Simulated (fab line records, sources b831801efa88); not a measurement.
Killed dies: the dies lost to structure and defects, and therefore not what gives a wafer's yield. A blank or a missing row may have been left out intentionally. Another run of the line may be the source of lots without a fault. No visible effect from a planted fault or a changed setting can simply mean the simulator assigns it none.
fab line records    flow sky130    part 1 of 2: steps 1 to 25 of 34
record lots=5  wafers=15  lastDay=50
route steps=708 shown VIA2@510 METAL3@532 CAPM@537
lots untouched by any fault: they come from a run of this same line in which no faults occurred
startH: hours from the record's opening day to when the first of the lot's shown wafers began    waitH: how many hours have passed since the lot's step before this one    " identical to the entry in the row above    L1.1+2: a single row standing in for several wafers    - value missing, or start not given    * or withheld: withheld    < > ~ a bound
route shown NAME@n: names a module that has steps shown in the file, with the first one's number in the route    usual: the fault-free wafers' mean and standard deviation    same: alike in all rows    chamber/n: place in a boat    sites: each site's reading    _std_site: the standard deviation of these    _edge_site: outer sites' mean less inner sites'    radiusMm: how far each site lies from the wafer's centre    mask NAME#n: copy n    behind: the tool/chamber that last shaped the wafer    hold: reason for holding the lot/hours on hold/outcome of the hold    device: names the non-switching transistor (n, p or np)    end of line: the route-end tests of the same wafers    step lacking rows: just its recipe    killed: the dies lost at the first sort to structure and to defects; this is not the yield of the wafer    map: a wafer's dies, marking killed ones x, the rest . and places with no die _
set.NAME: the setting that was run; set.NAME@STEP: the one run at that earlier step    model.NAME: the simulator's own value behind a step, which no gauge read
a table for each step, a row for each wafer; lots at some steps of the route
services: when a tool's chamber went out of use (startH, in hours from the record's first day, below 0 if earlier), for how many hours, and the reason
## steps
# step SKY_VIA2_BOW_MEAS_03
# recipe mode=bow
# usual VIA2_BOW=85/6.7
lot.wafer  tool          chamber  startH  waitH  VIA2_BOW[um]
L074.1     filmMetro-04  -        823.45  0.1    85
L074.4     "             -        "       "      86
L074.6     "             -        "       "      93
L081.4     filmMetro-01  -        881.45  0.2    75
L081.5     "             -        "       "      79
L081.6     "             -        "       "      90
L090.1     filmMetro-04  -        941.90  0.1    90
L090.3     "             -        "       "      89
L090.6     "             -        "       "      84
L092.1     filmMetro-04  -        957.85  0.1    76
L092.2     "             -        "       "      79
L092.5     "             -        "       "      86
L094.4     filmMetro-04  -        968.00  0.2    85
L094.5     "             -        "       "      87
L094.6     "             -        "       "      80
# step SKY_VIA2_DEHYDRATE_04
# recipe tempC=200  timeS=60
# usual resistLineTempC=23.03/0.1
lot.wafer  tool           chamber  startH  waitH  resistLineTempC
L074.1     lithoTrack-01  0        836.21  12.7   23.09
L074.4     "              0        "       "      23.00
L074.6     "              0        "       "      23.09
L081.4     lithoTrack-01  0        894.54  13.1   23.01
L081.5     "              0        "       "      23.08
L081.6     "              0        "       "      23.08
L090.1     lithoTrack-02  0        954.18  12.3   22.85
L090.3     "              0        "       "      23.10
L090.6     "              0        "       "      23.05
L092.1     lithoTrack-01  0        969.86  12.0   23.03
L092.2     "              0        "       "      23.07
L092.5     "              0        "       "      22.79
L094.4     lithoTrack-04  0        979.69  11.7   22.96
L094.5     "              0        "       "      23.17
L094.6     "              0        "       "      22.90
# step SKY_VIA2_HMDS_05
# recipe primeTimeS=60  primeTempC=120
# usual resistLineTempC=23.00/0.11
lot.wafer  tool           chamber  startH  waitH  resistLineTempC
L074.1     lithoTrack-01  0        836.36  0.1    23.06
L074.4     "              0        "       "      22.91
L074.6     "              0        "       "      23.02
L081.4     lithoTrack-01  0        894.69  0.1    22.92
L081.5     "              0        "       "      22.99
L081.6     "              0        "       "      22.94
L090.1     lithoTrack-02  0        954.33  0.1    23.01
L090.3     "              0        "       "      23.02
L090.6     "              0        "       "      23.13
L092.1     lithoTrack-01  0        970.01  0.1    23.14
L092.2     "              0        "       "      23.27
L092.5     "              0        "       "      23.24
L094.4     lithoTrack-04  0        979.84  0.1    23.03
L094.5     "              0        "       "      22.93
L094.6     "              0        "       "      22.95
# step SKY_VIA2_COAT_06
# recipe resist=BARC  tempC=withheld  timeS=withheld  spinRpm=3000  resistThkNm=60
# usual resistLineTempC=*
lot.wafer  tool           chamber  startH  waitH  resistLineTempC
L074.1     lithoTrack-01  0        836.51  0.1    *
L074.4     "              0        "       "      *
L074.6     "              0        "       "      *
L081.4     lithoTrack-01  0        894.84  0.1    *
L081.5     "              0        "       "      *
L081.6     "              0        "       "      *
L090.1     lithoTrack-02  0        954.48  0.1    *
L090.3     "              0        "       "      *
L090.6     "              0        "       "      *
L092.1     lithoTrack-01  0        970.16  0.1    *
L092.2     "              0        "       "      *
L092.5     "              0        "       "      *
L094.4     lithoTrack-04  0        979.99  0.1    *
L094.5     "              0        "       "      *
L094.6     "              0        "       "      *
# step SKY_VIA2_COAT_07
# recipe resist=KrF-thick  spinRpm=3000  resistThkNm=450
# usual resistLineTempC=22.98/0.099
lot.wafer  tool           chamber  startH  waitH  resistLineTempC
L074.1     lithoTrack-01  0        -       -      22.96
L074.4     "              0        "       "      22.98
L074.6     "              0        "       "      22.84
L081.4     lithoTrack-01  0        -       -      22.83
L081.5     "              0        "       "      22.82
L081.6     "              0        "       "      22.98
L090.1     lithoTrack-02  0        -       -      22.92
L090.3     "              0        "       "      22.95
L090.6     "              0        "       "      22.97
L092.1     lithoTrack-01  0        -       -      23.16
L092.2     "              0        "       "      23.15
L092.5     "              0        "       "      23.14
L094.4     lithoTrack-04  0        -       -      23.10
L094.5     "              0        "       "      22.85
L094.6     "              0        "       "      22.96
# step SKY_VIA2_SOFTBAKE_08
# recipe tempC=100  timeS=90  resist=KrF-thick
# usual resistLineTempC=22.98/0.1
lot.wafer  tool           chamber  startH  waitH  resistLineTempC
L074.1     lithoTrack-01  0        -       -      22.86
L074.4     "              0        "       "      22.93
L074.6     "              0        "       "      23.07
L081.4     lithoTrack-01  0        -       -      22.90
L081.5     "              0        "       "      22.89
L081.6     "              0        "       "      22.87
L090.1     lithoTrack-02  0        -       -      22.97
L090.3     "              0        "       "      22.96
L090.6     "              0        "       "      23.17
L092.1     lithoTrack-01  0        -       -      22.94
L092.2     "              0        "       "      22.99
L092.5     "              0        "       "      23.08
L094.4     lithoTrack-04  0        -       -      22.82
L094.5     "              0        "       "      22.93
L094.6     "              0        "       "      23.04
# step SKY_VIA2_EXPOSE_09
# recipe maskId=VIM2  na=0.8  sourceShape=annular  sigmaInner=0.55  sigmaOuter=0.85  targetCdNm=200  doseMj=38
# usual stageVelMmS=499.96/0.26
lot.wafer  tool           chamber  startH  waitH  mask    stageVelMmS
L074.1     krfScanner-02  0        -       -      VIM2#0  499.95
L074.4     "              0        "       "      VIM2#0  500.22
L074.6     "              0        "       "      VIM2#0  499.99
L081.4     krfScanner-02  0        -       -      VIM2#0  499.83
L081.5     "              0        "       "      VIM2#0  499.43
L081.6     "              0        "       "      VIM2#0  499.81
L090.1     krfScanner-02  0        -       -      VIM2#0  499.68
L090.3     "              0        "       "      VIM2#0  499.90
L090.6     "              0        "       "      VIM2#0  499.88
L092.1     krfScanner-01  0        -       -      VIM2#0  499.70
L092.2     "              0        "       "      VIM2#0  499.72
L092.5     "              0        "       "      VIM2#0  499.93
L094.4     krfScanner-02  0        -       -      VIM2#0  499.94
L094.5     "              0        "       "      VIM2#0  500.20
L094.6     "              0        "       "      VIM2#0  499.98
# step SKY_VIA2_PEB_10
# recipe pebTempC=withheld  pebTimeS=withheld  resist=KrF-thick
# usual resistLineTempC=*
lot.wafer  tool           chamber  startH  waitH  resistLineTempC
L074.1     lithoTrack-02  0        -       -      *
L074.4     "              0        "       "      *
L074.6     "              0        "       "      *
L081.4     lithoTrack-02  0        -       -      *
L081.5     "              0        "       "      *
L081.6     "              0        "       "      *
L090.1     lithoTrack-01  0        -       -      *
L090.3     "              0        "       "      *
L090.6     "              0        "       "      *
L092.1     lithoTrack-02  0        -       -      *
L092.2     "              0        "       "      *
L092.5     "              0        "       "      *
L094.4     lithoTrack-02  0        -       -      *
L094.5     "              0        "       "      *
L094.6     "              0        "       "      *
# step SKY_VIA2_DEVELOP_11
# recipe developTimeS=60  resist=KrF-thick  devTempC=21
# usual developerTempC=20.99/0.094  resistLineTempC=23.02/0.11
lot.wafer  tool           chamber  startH  waitH  developerTempC  resistLineTempC
L074.1     lithoTrack-02  0        -       -      20.92           22.82
L074.4     "              0        "       "      21.10           22.95
L074.6     "              0        "       "      21.05           22.97
L081.4     lithoTrack-02  0        -       -      21.09           23.05
L081.5     "              0        "       "      21.06           23.18
L081.6     "              0        "       "      20.97           22.76
L090.1     lithoTrack-01  0        -       -      20.97           22.99
L090.3     "              0        "       "      20.86           22.99
L090.6     "              0        "       "      20.95           22.98
L092.1     lithoTrack-02  0        -       -      20.92           22.87
L092.2     "              0        "       "      21.11           22.95
L092.5     "              0        "       "      20.86           22.99
L094.4     lithoTrack-02  0        -       -      20.99           22.89
L094.5     "              0        "       "      21.03           22.79
L094.6     "              0        "       "      21.11           22.82
# step SKY_VIA2_CD_MEAS_12
# recipe targetCdNm=200
# usual cdNm=199.9/1.5
lot.wafer  tool      chamber  startH  waitH  cdNm
L074.1     cdSem-02  -        849.73  -      201.5
L074.4     "         -        "       "      200.7
L074.6     "         -        "       "      199.9
L081.4     cdSem-02  -        907.29  -      199.7
L081.5     "         -        "       "      200.1
L081.6     "         -        "       "      200.5
L090.1     cdSem-01  -        967.36  -      195.9
L090.3     "         -        "       "      197.4
L090.6     "         -        "       "      197.0
L092.1     cdSem-01  -        983.03  -      201.4
L092.2     "         -        "       "      200.7
L092.5     "         -        "       "      199.6
L094.4     cdSem-02  -        992.09  -      200.7
L094.5     "         -        "       "      201.1
L094.6     "         -        "       "      201.6
# step SKY_VIA2_OVL_MEAS_13
# usual VIA2_OVL=-2/5
lot.wafer  tool        chamber  startH  waitH  VIA2_OVL[nm]
L074.1     overlay-01  -        849.85  0.1    -12
L074.4     "           -        "       "      -1
L074.6     "           -        "       "      1
L081.4     overlay-01  -        907.37  0.1    -6
L081.5     "           -        "       "      -3
L081.6     "           -        "       "      -1
L090.1     overlay-02  -        967.48  0.1    6
L090.3     "           -        "       "      0
L090.6     "           -        "       "      -6
L092.1     overlay-02  -        983.15  0.1    3
L092.2     "           -        "       "      1
L092.5     "           -        "       "      1
L094.4     overlay-02  -        992.17  0.1    5
L094.5     "           -        "       "      -5
L094.6     "           -        "       "      -7
# step SKY_VIA2_ETCH_14
# recipe chemistry=N2/H2  target=BARC  ionEnergyEv=200  sourceW=500  biasW=100  pressureMtorr=30  n2FlowSccm=100  h2FlowSccm=200  stopOn=SiO2  timeS=45.9  targetDepthA=600
# usual drypumpMotorCurrentA=6.0/0.36  oesProductAu=0.854/0.0048  throttleValvePct=13.226/0.0093
lot.wafer  tool        chamber  startH  waitH  drypumpMotorCurrentA  oesProductAu  rfHoursCounterH  throttleValvePct
L074.1     rieDiel-04  0        849.89  0.0    5.7                   0.846         14               13.214
L074.4     "           3        "       "      6.3                   0.857         12               13.203
L074.6     "           2        "       "      6.6                   0.861         -                13.230
L081.4     rieDiel-04  2        907.39  0.0    6.6                   0.853         8                13.229
L081.5     "           1        "       "      6.2                   0.845         -                13.235
L081.6     "           2        "       "      6.6                   0.854         -                13.221
L090.1     rieDiel-01  0        967.52  0.0    6.2                   0.852         13               13.228
L090.3     "           1        "       "      6.2                   0.854         18               13.229
L090.6     "           0        "       "      6.2                   0.851         -                13.236
L092.1     rieDiel-01  3        983.19  0.0    5.5                   0.861         18               13.223
L092.2     "           0        "       "      6.2                   0.859         14               13.194
L092.5     "           2        "       "      5.9                   0.850         -                13.247
L094.4     rieDiel-01  3        992.19  0.0    5.5                   0.853         19               13.216
L094.5     "           2        "       "      6.0                   0.850         -                13.224
L094.6     "           3        "       "      5.5                   0.858         -                13.235
# step SKY_VIA2_ETCH_15
# recipe target=SiO2  chemistry=C4F8/O2/Ar  targetDepthNm=546  stopOn=TiN  maskMaterial=KrF-thick  sourceW=1500  biasW=1200  pressureMtorr=40  c4f8FlowSccm=withheld  O2_flow_sccm=6  Ar_flow_sccm=300  timeS=84
# usual oesProductAu=0.940/0.005
lot.wafer  tool        chamber  startH  waitH  oesProductAu  rfHoursCounterH
L074.1     rieDiel-04  0        849.93  0.0    0.942         14
L074.4     "           3        "       "      0.948         12
L074.6     "           2        "       "      0.943         -
L081.4     rieDiel-04  2        907.43  0.0    0.934         8
L081.5     "           1        "       "      0.940         -
L081.6     "           2        "       "      0.942         -
L090.1     rieDiel-01  0        967.56  0.0    0.944         13
L090.3     "           1        "       "      0.944         18
L090.6     "           0        "       "      0.941         -
L092.1     rieDiel-01  3        983.23  0.0    0.935         18
L092.2     "           0        "       "      0.946         14
L092.5     "           2        "       "      0.939         -
L094.4     rieDiel-01  3        992.23  0.0    0.942         19
L094.5     "           2        "       "      0.939         -
L094.6     "           3        "       "      0.932         -
# step SKY_VIA2_STRIP_16
# recipe chemistry=O2/N2  powerW=1400  pressureMtorr=1500  platenTempC=withheld  o2FlowSccm=3000  n2FlowSccm=300  overashFraction=0.5
# usual drypumpMotorCurrentA=5.5/0.34  oesProductAu=0.400/0.0049  stripTimeToEndpointS=4.06/0.033
lot.wafer  tool            chamber  startH  waitH  drypumpMotorCurrentA  oesProductAu  rfHoursCounterH  stripTimeToEndpointS
L074.1     plasmaAsher-04  1        849.99  0.0    5.3                   0.399         10               4.03
L074.4     "               1        "       "      5.3                   0.392         -                3.99
L074.6     "               1        "       "      5.3                   0.402         -                4.04
L081.4     plasmaAsher-04  0        907.53  0.1    5.3                   0.404         -                4.07
L081.5     "               0        "       "      5.3                   0.409         -                4.05
L081.6     "               1        "       "      5.3                   0.396         -                4.07
L090.1     plasmaAsher-03  0        967.63  0.0    6.5                   0.398         113              3.99
L090.3     "               1        "       "      5.3                   0.386         -                4.06
L090.6     "               1        "       "      5.4                   0.407         -                4.01
L092.1     plasmaAsher-02  0        983.29  0.0    5.5                   0.401         55               4.09
L092.2     "               1        "       "      5.4                   0.394         55               4.00
L092.5     "               1        "       "      5.4                   0.404         -                4.10
L094.4     plasmaAsher-03  0        992.33  0.1    6.4                   0.403         -                4.07
L094.5     "               1        "       "      5.3                   0.396         -                4.07
L094.6     "               0        "       "      6.5                   0.416         -                4.04
# step SKY_VIA2_STRIP_17
# recipe chemistry=postEtchResidueRemover  timeS=1200  tempC=72.5
lot.wafer   tool         chamber  startH  waitH
L074.1+4+6  wetBench-03  0        850.09  0.1
L081.4+5+6  wetBench-02  0        907.59  0.0
L090.1+3+6  wetBench-04  1        967.73  0.1
L092.1+2+5  wetBench-02  1        983.39  0.1
L094.4+5+6  wetBench-03  0        992.39  0.0
# step SKY_VIA2_CLEAN_18
# recipe chemistry=IPA  timeS=180  tempC=25
lot.wafer   tool         chamber  startH  waitH
L074.1+4+6  wetBench-04  3        850.43  0.0
L081.4+5+6  wetBench-04  3        907.97  0.0
L090.1+3+6  wetBench-03  1        968.07  0.0
L092.1+2+5  wetBench-03  2        983.74  0.0
L094.4+5+6  wetBench-04  3        992.74  0.0
# step SKY_VIA2_CLEAN_19
# recipe chemistry=O3/DIW  dry=n2Spin
lot.wafer   tool         chamber  startH  waitH
L074.1+4+6  wetBench-03  2        850.49  0.0
L081.4+5+6  wetBench-02  3        908.03  0.0
L090.1+3+6  wetBench-04  0        968.13  0.0
L092.1+2+5  wetBench-02  2        983.79  0.0
L094.4+5+6  wetBench-02  2        992.79  0.0
# step SKY_VIA2_SPUTTER_20
# recipe material=TiN  targetThkNm=20  chamberPressurePa=5  powerW=4000  timeS=80
# usual cathodeDcPowerW=4000.1/0.67  throttleValvePct=30.1/1.1
lot.wafer  tool           chamber  startH  waitH  cathodeDcPowerW  throttleValvePct
L074.1     pvdSputter-02  -        850.58  0.0    4000.5           31.3
L074.4     "              -        "       "      4001.2           30.6
L074.6     "              -        "       "      3999.5           29.2
L081.4     pvdSputter-01  -        908.13  0.0    4000.2           31.1
L081.5     "              -        "       "      4000.0           31.4
L081.6     "              -        "       "      3999.7           28.7
L090.1     pvdSputter-04  -        968.22  0.0    4001.3           32.0
L090.3     "              -        "       "      4000.6           31.4
L090.6     "              -        "       "      3999.5           29.1
L092.1     pvdSputter-04  -        983.89  0.0    3999.4           32.0
L092.2     "              -        "       "      3998.5           29.2
L092.5     "              -        "       "      4000.7           31.6
L094.4     pvdSputter-04  -        992.89  0.0    4000.9           28.9
L094.5     "              -        "       "      3998.5           30.9
L094.6     "              -        "       "      4000.9           29.1
# step SKY_VIA2_CVD_21
# recipe material=W  targetThkNm=420  timeS=126.4  tempC=400  pressureTorr=40
# usual heaterPowerW=865/90
lot.wafer  tool     chamber  startH  waitH  heaterPowerW
L074.1     cvdW-01  1        850.65  0.0    765
L074.4     "        0        "       "      888
L074.6     "        0        "       "      894
L081.4     cvdW-02  0        908.23  0.1    796
L081.5     "        1        "       "      981
L081.6     "        0        "       "      819
L090.1     cvdW-01  0        968.28  0.0    806
L090.3     "        1        "       "      781
L090.6     "        0        "       "      852
L092.1     cvdW-01  1        983.95  0.0    803
L092.2     "        0        "       "      832
L092.5     "        1        "       "      792
L094.4     cvdW-02  1        992.99  0.1    1043
L094.5     "        0        "       "      829
L094.6     "        1        "       "      1028
# step SKY_VIA2_RS_MEAS_22
# recipe thkMeasGauge=four-point-probe  reads=W_of_VIA2_CVD_21+TiN_of_VIA2_SPUTTER_20
# usual VIA2_W_RS=0.274/0.0031
lot.wafer  tool          chamber  startH  waitH  VIA2_W_RS[ohm/sq]
L074.1     filmMetro-01  -        850.78  0.1    0.268
L074.4     "             -        "       "      0.275
L074.6     "             -        "       "      0.277
L081.4     filmMetro-04  -        908.38  0.1    0.277
L081.5     "             -        "       "      0.277
L081.6     "             -        "       "      0.273
L090.1     filmMetro-02  -        968.41  0.1    0.274
L090.3     "             -        "       "      0.271
L090.6     "             -        "       "      0.271
L092.1     filmMetro-01  -        984.08  0.1    0.276
L092.2     "             -        "       "      0.276
L092.5     "             -        "       "      0.278
L094.4     filmMetro-02  -        993.14  0.1    0.279
L094.5     "             -        "       "      0.278
L094.6     "             -        "       "      0.278
# step SKY_VIA2_THK_MEAS_23
# recipe thkMeasGauge=xrf  reads=W_of_VIA2_CVD_21
# usual VIA2_W_THK=403/5.6
lot.wafer  tool          chamber  startH  waitH  VIA2_W_THK[nm]
L074.1     filmMetro-01  -        850.90  0.1    406
L074.4     "             -        "       "      400
L074.6     "             -        "       "      396
L081.4     filmMetro-04  -        908.47  0.1    399
L081.5     "             -        "       "      396
L081.6     "             -        "       "      405
L090.1     filmMetro-02  -        968.53  0.1    407
L090.3     "             -        "       "      411
L090.6     "             -        "       "      408
L092.1     filmMetro-01  -        984.20  0.1    413
L092.2     "             -        "       "      411
L092.5     "             -        "       "      407
L094.4     filmMetro-02  -        993.23  0.1    394
L094.5     "             -        "       "      395
L094.6     "             -        "       "      398
# step SKY_VIA2_CMP_24
# recipe stopOn=SiO2  tOverpolishS=20  downForcePsi=3.5  platenRpm=60  targetThkNm=0  padVelocityMS=0.94248
# usual edgeZonePressureFrac=1.000/0.0049  motorCurrentA=10.5/0.8  overpolishRunS=20.000/0.0086  timeToEndpointS=102/4.2
lot.wafer  tool    chamber  startH  waitH  edgeZonePressureFrac  motorCurrentA  overpolishRunS  timeToEndpointS
L074.1     cmp-01  1        851.01  0.1    1.002                 9.9            19.988          107
L074.4     "       3        "       "      1.008                 11.4           20.007          103
L074.6     "       1        "       "      0.998                 9.2            19.991          104
L081.4     cmp-01  2        908.50  0.0    0.999                 10.0           19.992          106
L081.5     "       2        "       "      0.999                 10.0           20.005          112
L081.6     "       3        "       "      1.005                 10.8           19.995          108
L090.1     cmp-02  0        968.64  0.1    0.999                 9.6            20.003          99
L090.3     "       1        "       "      0.996                 11.0           20.001          108
L090.6     "       0        "       "      1.001                 9.1            20.001          100
L092.2     cmp-02  1        984.36  0.1    1.007                 10.7           20.018          106
L092.1     "       2        "       "      1.000                 11.4           19.978          100
L092.5     "       0        "       "      0.994                 9.8            19.995          95
L094.4     cmp-01  2        993.41  0.2    1.007                 9.7            20.016          107
L094.5     "       3        "       "      1.003                 10.8           19.985          103
L094.6     "       0        "       "      0.997                 11.4           19.999          103
# step SKY_METAL3_SPUTTER_00
# recipe material=Ti  targetThkNm=15  powerW=3000  timeS=10  chamberPressurePa=0.4
# usual cathodeDcPowerW=2999.9/0.57  throttleValvePct=29.9/0.86
lot.wafer  tool           chamber  startH  waitH  cathodeDcPowerW  throttleValvePct
L074.1     pvdSputter-03  -        851.26  0.2    2999.7           31.2
L074.4     "              -        "       "      3000.0           30.5
L074.6     "              -        "       "      3000.0           29.1
L081.4     pvdSputter-03  -        908.80  0.2    3000.0           29.0
L081.5     "              -        "       "      2999.9           29.4
L081.6     "              -        "       "      2999.7           31.3
L090.1     pvdSputter-03  -        968.89  0.2    2999.3           31.4
L090.3     "              -        "       "      2999.9           29.6
L090.6     "              -        "       "      2999.6           31.2
L092.1     pvdSputter-02  -        984.56  0.1    2999.8           31.3
L092.2     "              -        "       "      2999.8           28.6
L092.5     "              -        "       "      3000.2           29.2
L094.4     pvdSputter-01  -        993.56  0.1    3000.3           28.9
L094.5     "              -        "       "      2999.5           29.4
L094.6     "              -        "       "      2998.9           29.0
# step SKY_METAL3_SPUTTER_01
# recipe material=TiN  targetThkNm=20  powerW=6500  timeS=16.7  chamberPressurePa=0.4
# usual cathodeDcPowerW=6499.9/1.1  throttleValvePct=29.9/0.87
lot.wafer  tool           chamber  startH  waitH  cathodeDcPowerW  throttleValvePct
L074.1     pvdSputter-03  -        851.28  0.0    6500.2           31.1
L074.4     "              -        "       "      6500.3           30.2
L074.6     "              -        "       "      6500.5           29.3
L081.4     pvdSputter-03  -        908.82  0.0    6500.1           29.2
L081.5     "              -        "       "      6499.6           29.0
L081.6     "              -        "       "      6499.0           31.3
L090.1     pvdSputter-03  -        968.91  0.0    6498.8           31.2
L090.3     "              -        "       "      6499.5           29.8
L090.6     "              -        "       "      6499.5           31.4
L092.1     pvdSputter-02  -        984.58  0.0    6500.7           31.3
L092.2     "              -        "       "      6498.5           28.7
L092.5     "              -        "       "      6502.4           29.3
L094.4     pvdSputter-01  -        993.58  0.0    6501.5           28.7
L094.5     "              -        "       "      6501.8           29.2
L094.6     "              -        "       "      6499.2           28.8
# step SKY_METAL3_SPUTTER_02
# recipe material=AlCu  targetThkNm=735  powerW=10600  timeS=39.1  chamberPressurePa=0.4
# usual cathodeDcPowerW=10600/2  throttleValvePct=29.9/0.86
lot.wafer  tool           chamber  startH  waitH  cathodeDcPowerW  throttleValvePct
L074.1     pvdSputter-03  -        851.30  0.0    10597            31.4
L074.4     "              -        "       "      10599            30.0
L074.6     "              -        "       "      10601            29.0
L081.4     pvdSputter-03  -        908.85  0.0    10596            29.3
L081.5     "              -        "       "      10597            29.2
L081.6     "              -        "       "      10598            31.4
L090.1     pvdSputter-03  -        968.94  0.0    10600            31.1
L090.3     "              -        "       "      10598            29.5
L090.6     "              -        "       "      10598            31.5
L092.1     pvdSputter-02  -        984.60  0.0    10598            31.1
L092.2     "              -        "       "      10596            28.8
L092.5     "              -        "       "      10602            29.3
L094.4     pvdSputter-01  -        993.60  0.0    10598            28.9
L094.5     "              -        "       "      10596            29.4
L094.6     "              -        "       "      10600            28.6
